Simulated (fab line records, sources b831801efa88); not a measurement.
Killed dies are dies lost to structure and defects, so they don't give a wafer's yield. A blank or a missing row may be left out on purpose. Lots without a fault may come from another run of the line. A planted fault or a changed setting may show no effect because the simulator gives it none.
Which tool did it? | flow sky130 | 15 lots, 44 wafers sampled, at 6 steps of a route of 708

WHAT THE GAUGES READ, wafer by wafer
SKY_POLY_CUT_OVL_MEAS_09. Usual: POLY_CUT_OVL -2 nm, standard deviation 4.8.
lot  | measured     | on         | POLY_CUT_OVL (nm) | flag
L540 | day 23 17:31 | overlay-01 | -1 -3 0           |
L541 | day 25 00:46 | overlay-02 | -4 -1 1           |
L542 | day 25 19:46 | overlay-02 | -11 -8 -11        |
L543 | day 26 05:48 | overlay-02 | -5 -7 -8          |
L544 | day 27 02:10 | overlay-02 | -2 -5 -4          |
L547 | day 27 05:03 | overlay-02 | -1 -3 -5          |
L546 | day 27 05:15 | overlay-02 | -5 -4 -4          |
L549 | day 27 08:36 | overlay-01 | 3 -1 -2           |
L552 | day 28 15:22 | overlay-01 | 6 3 2             |
L553 | day 28 23:39 | overlay-01 | 1 -6 -4           |
L555 | day 29 11:49 | overlay-02 | -7 4 -6           |
L557 | day 30 03:23 | overlay-02 | 3 10              |
L560 | day 31 15:48 | overlay-02 | -1 0 -7           |
L562 | day 31 17:46 | overlay-02 | -5 -2 -13         |
L563 | day 32 09:49 | overlay-01 | -1 -8 -2          |

SKY_RES_XHIGH_TW_MEAS_09. Usual: RES_XHIGH_TW 1649, standard deviation 13.
lot  | measured     | on            | RES_XHIGH_TW   | flag
L540 | day 26 05:35 | film_metro-02 | 1637 1624 1635 |
L541 | day 27 13:16 | film_metro-01 | 1672 1669 1668 |
L542 | day 28 06:50 | film_metro-01 | 1661 1661 1668 |
L543 | day 28 15:32 | film_metro-03 | 1647 1647 1653 |
L544 | day 29 11:06 | film_metro-03 | 1632 1640 1641 |
L547 | day 29 14:14 | film_metro-01 | 1673 1672 1671 |
L546 | day 29 15:02 | film_metro-03 | 1635 1645 1637 |
L549 | day 29 17:32 | film_metro-01 | 1675 1676 1675 |
L552 | day 30 22:59 | film_metro-03 | 1644 1648 1635 |
L553 | day 31 08:50 | film_metro-01 | 1655 1663 1661 |
L555 | day 31 19:29 | film_metro-03 | 1638 1634 1642 |
L557 | day 32 11:22 | film_metro-02 | 1644 1637      |
L560 | day 33 22:44 | film_metro-02 | 30 30 30       | OFF
L562 | day 33 23:46 | film_metro-01 | 30 30 30       | OFF
L563 | day 34 15:18 | film_metro-03 | 30 30 30       | OFF

SKY_LI_CONTACT_BOW_MEAS_03. Usual: LI_CONTACT_BOW 53 um, standard deviation 6.4.
lot  | measured     | on            | LI_CONTACT_BOW (um) | flag
L540 | day 27 12:19 | film_metro-01 | 51 57 50            |
L541 | day 28 19:52 | film_metro-03 | 55 72 60            |
L542 | day 29 12:27 | film_metro-02 | 60 51 60            |
L543 | day 29 21:07 | film_metro-02 | 51 57 70            |
L544 | day 30 16:31 | film_metro-01 | 55 61 48            |
L547 | day 30 19:07 | film_metro-02 | 48 39 49            |
L546 | day 30 20:40 | film_metro-03 | 45 51 45            |
L549 | day 30 22:32 | film_metro-01 | 58 47 56            |
L552 | day 32 02:41 | film_metro-01 | 43 53 53            |
L553 | day 32 13:22 | film_metro-03 | 49 46 59            |
L555 | day 32 23:58 | film_metro-01 | 49 62 56            |
L557 | day 33 14:50 | film_metro-03 | 51 60               |
L560 | day 35 03:04 | film_metro-01 | 54 61 56            |
L562 | day 35 04:17 | film_metro-02 | 57 55 56            |
L563 | day 35 18:54 | film_metro-01 | 49 53 64            |

WHICH TOOL RAN EACH LOT (tool, then ch and the chambers of the sampled wafers, then the start)
lot  | SKY_LDD_P_STRIP_10                   | SKY_SD_P_STRIP_10                    | SKY_RES_XHIGH_STRIP_08
L540 | plasma_asher-03 ch 0,1, day 18 12:59 | plasma_asher-01 ch 0,1, day 24 23:23 | plasma_asher-01 ch 1, day 26 05:29
L541 | plasma_asher-03 ch 0,1, day 19 05:46 | plasma_asher-01 ch 0,1, day 26 07:20 | plasma_asher-01 ch 0,1, day 27 13:10
L542 | plasma_asher-04 ch 0,1, day 20 15:29 | plasma_asher-04 ch 0,1, day 27 01:23 | plasma_asher-03 ch 0,1, day 28 06:44
L543 | plasma_asher-03 ch 0,1, day 21 03:05 | plasma_asher-04 ch 0,1, day 27 10:51 | plasma_asher-04 ch 0,1, day 28 15:26
L544 | plasma_asher-03 ch 0,1, day 21 23:34 | plasma_asher-02 ch 0,1, day 28 07:17 | plasma_asher-01 ch 0,1, day 29 11:01
L547 | plasma_asher-03 ch 0,1, day 22 01:53 | plasma_asher-02 ch 0,1, day 28 09:21 | plasma_asher-03 ch 0,1, day 29 14:08
L546 | plasma_asher-02 ch 0,1, day 22 03:47 | plasma_asher-02 ch 0,1, day 28 10:05 | plasma_asher-01 ch 0,1, day 29 14:56
L549 | plasma_asher-03 ch 0,1, day 22 08:20 | plasma_asher-02 ch 0,1, day 28 12:51 | plasma_asher-01 ch 0,1, day 29 17:26
L552 | plasma_asher-03 ch 0,1, day 23 17:21 | plasma_asher-02 ch 0,1, day 29 19:32 | plasma_asher-04 ch 0,1, day 30 22:53
L553 | plasma_asher-02 ch 0,1, day 23 23:36 | plasma_asher-01 ch 0,1, day 30 04:30 | plasma_asher-03 ch 0,1, day 31 08:44
L555 | plasma_asher-02 ch 1, day 24 12:35   | plasma_asher-01 ch 1, day 30 15:51   | plasma_asher-01 ch 0,1, day 31 19:23
L557 | plasma_asher-04 ch 1, day 25 04:19   | plasma_asher-02 ch 0,1, day 31 08:01 | plasma_asher-01 ch 0,1, day 32 11:16
L560 | plasma_asher-04 ch 0,1, day 26 19:54 | plasma_asher-02 ch 1, day 32 19:30   | plasma_asher-03 ch 0,1, day 33 22:38
L562 | plasma_asher-02 ch 0,1, day 27 00:05 | plasma_asher-04 ch 0,1, day 32 20:58 | plasma_asher-01 ch 0,1, day 33 23:40
L563 | plasma_asher-03 ch 0, day 27 17:09   | plasma_asher-01 ch 1, day 33 12:48   | plasma_asher-03 ch 0,1, day 34 15:11
- SKY_LDD_P_STRIP_10: strips in O2/N2.
- SKY_SD_P_STRIP_10: strips in O2/N2.
- SKY_RES_XHIGH_STRIP_08: strips in O2/N2.

WHAT THE TOOLS THEMSELVES READ (means of the sampled wafers that have a number; where no wafer has one, the mark that the record gives instead)
SKY_LDD_P_STRIP_10. Usual: chamber_pressure_mTorr 1500.0 mTorr, standard deviation 1.5; drypump_motor_current_A 5.7 A, standard deviation 0.52; oes_product_au 0.716 a.u., standard deviation 0.0043; strip_time_to_endpoint_s 14.16 s, standard deviation 0.043.
lot  | tool            | chamber_pressure_mTorr (mTorr) | drypump_motor_current_A (A) | oes_product_au (a.u.) | strip_time_to_endpoint_s (s) | flag
L540 | plasma_asher-03 | 1498.6                         | 6.1                         | 0.719                 | 14.21                        |
L541 | plasma_asher-03 | 1500.0                         | 5.9                         | 0.716                 | 14.16                        |
L542 | plasma_asher-04 | 1501.1                         | 5.8                         | 0.719                 | 14.21                        |
L543 | plasma_asher-03 | 1499.3                         | 5.9                         | 0.717                 | 14.16                        |
L544 | plasma_asher-03 | 1499.1                         | 5.9                         | 0.716                 | 14.19                        |
L547 | plasma_asher-03 | 1500.0                         | 6.1                         | 0.717                 | 14.17                        |
L546 | plasma_asher-02 | 1499.5                         | 5.4                         | 0.716                 | 14.20                        |
L549 | plasma_asher-03 | 1501.0                         | 6.1                         | 0.713                 | 14.13                        |
L552 | plasma_asher-03 | 1500.5                         | 5.9                         | 0.712                 | 14.10                        |
L553 | plasma_asher-02 | 1501.0                         | 5.6                         | 0.716                 | 14.24                        |
L555 | plasma_asher-02 | 1499.3                         | 5.9                         | 0.718                 | 14.18                        |
L557 | plasma_asher-04 | 1498.8                         | 4.8                         | 0.716                 | 14.14                        |
L560 | plasma_asher-04 | 1497.9                         | 5.8                         | 0.720                 | 14.15                        |
L562 | plasma_asher-02 | 1499.1                         | 5.3                         | 0.717                 | 14.16                        |
L563 | plasma_asher-03 | 1500.5                         | 6.2                         | 0.717                 | 14.19                        |

SKY_SD_P_STRIP_10. Usual: chamber_pressure_mTorr 1500.0 mTorr, standard deviation 1.3; drypump_motor_current_A 5.6 A, standard deviation 0.49; oes_product_au 0.619 a.u., standard deviation 0.0044; strip_time_to_endpoint_s 17.43 s, standard deviation 0.039.
lot  | tool            | chamber_pressure_mTorr (mTorr) | drypump_motor_current_A (A) | oes_product_au (a.u.) | strip_time_to_endpoint_s (s) | flag
L540 | plasma_asher-01 | 1499.5                         | 5.8                         | 0.619                 | 17.43                        |
L541 | plasma_asher-01 | 1500.0                         | 5.8                         | 0.621                 | 17.41                        |
L542 | plasma_asher-04 | 1500.7                         | 5.8                         | 0.617                 | 17.37                        |
L543 | plasma_asher-04 | 1498.7                         | 5.3                         | 0.617                 | 17.43                        |
L544 | plasma_asher-02 | 1499.4                         | 5.6                         | 0.616                 | 17.45                        |
L547 | plasma_asher-02 | 1500.4                         | 5.4                         | 0.616                 | 17.46                        |
L546 | plasma_asher-02 | 1499.3                         | 5.6                         | 0.620                 | 17.33                        |
L549 | plasma_asher-02 | 1499.1                         | 5.6                         | 0.610                 | 17.38                        |
L552 | plasma_asher-02 | 1501.4                         | 5.4                         | 0.619                 | 17.45                        |
L553 | plasma_asher-01 | 1499.2                         | 5.7                         | 0.616                 | 17.41                        |
L555 | plasma_asher-01 | 1499.5                         | 5.8                         | 0.621                 | 17.42                        |
L557 | plasma_asher-02 | 1499.8                         | 5.5                         | 0.615                 | 17.44                        |
L560 | plasma_asher-02 | -                              | -                           | -                     | -                            | OFF
L562 | plasma_asher-04 | -                              | -                           | -                     | -                            | OFF
L563 | plasma_asher-01 | -                              | -                           | -                     | -                            | OFF

SKY_RES_XHIGH_STRIP_08. Usual: chamber_pressure_mTorr 1499.9 mTorr, standard deviation 1.5; drypump_motor_current_A 5.8 A, standard deviation 0.44; oes_product_au 0.710 a.u., standard deviation 0.0043; strip_time_to_endpoint_s 14.28 s, standard deviation 0.05.
lot  | tool            | chamber_pressure_mTorr (mTorr) | drypump_motor_current_A (A) | oes_product_au (a.u.) | strip_time_to_endpoint_s (s) | flag
L540 | plasma_asher-01 | 1500.9                         | 5.9                         | 0.709                 | 14.28                        |
L541 | plasma_asher-01 | 1500.4                         | 5.7                         | 0.714                 | 14.23                        |
L542 | plasma_asher-03 | 1500.1                         | 5.9                         | 0.709                 | 14.29                        |
L543 | plasma_asher-04 | 1500.9                         | 5.8                         | 0.709                 | 14.27                        |
L544 | plasma_asher-01 | 1498.6                         | 5.8                         | 0.707                 | 14.28                        |
L547 | plasma_asher-03 | 1500.1                         | 5.9                         | 0.708                 | 14.19                        |
L546 | plasma_asher-01 | 1500.5                         | 5.7                         | 0.713                 | 14.32                        |
L549 | plasma_asher-01 | 1500.2                         | 5.7                         | 0.710                 | 14.29                        |
L552 | plasma_asher-04 | 1500.3                         | 5.3                         | 0.712                 | 14.22                        |
L553 | plasma_asher-03 | 1497.5                         | 6.1                         | 0.712                 | 14.25                        |
L555 | plasma_asher-01 | 1499.3                         | 5.8                         | 0.713                 | 14.23                        |
L557 | plasma_asher-01 | 1500.7                         | 5.7                         | 0.707                 | 14.30                        |
L560 | plasma_asher-03 | 1499.8                         | 5.9                         | 0.719                 | 31.41                        | OFF
L562 | plasma_asher-01 | 1501.2                         | 5.7                         | 0.719                 | 31.41                        | OFF
L563 | plasma_asher-03 | 1499.0                         | 5.9                         | 0.719                 | 31.33                        | OFF

THE ANSWER, worked out from the rows above alone
Rule: a lot is off if the mean of its wafers that have a number lies more than 3 standard deviations from the usual mean. A lot without any number at a reading at which 4 lots or more have one is off too. The other lots that the step has rows for count as sound. The gauges are gone through in route order, then the tools' own readings, and for those a lot's mean is taken as printed above. The first step at which some lot is off is used, and at that step the reading that is off furthest; a lot without a number counts as furthest.
Off: L560, L562, L563, at SKY_RES_XHIGH_TW_MEAS_09 (RES_XHIGH_TW).
A tool fits if, at a process step before that reading, it ran every lot that is off, and no sound lot after the first of them. The gauges at SKY_RES_XHIGH_TW_MEAS_09 aren't tried: what is off there is off at SKY_SD_P_STRIP_10 too, on other tools, and a gauge's error can't cause that. None of those tried fits.

WHAT THE SIMULATOR HAD PUT IN
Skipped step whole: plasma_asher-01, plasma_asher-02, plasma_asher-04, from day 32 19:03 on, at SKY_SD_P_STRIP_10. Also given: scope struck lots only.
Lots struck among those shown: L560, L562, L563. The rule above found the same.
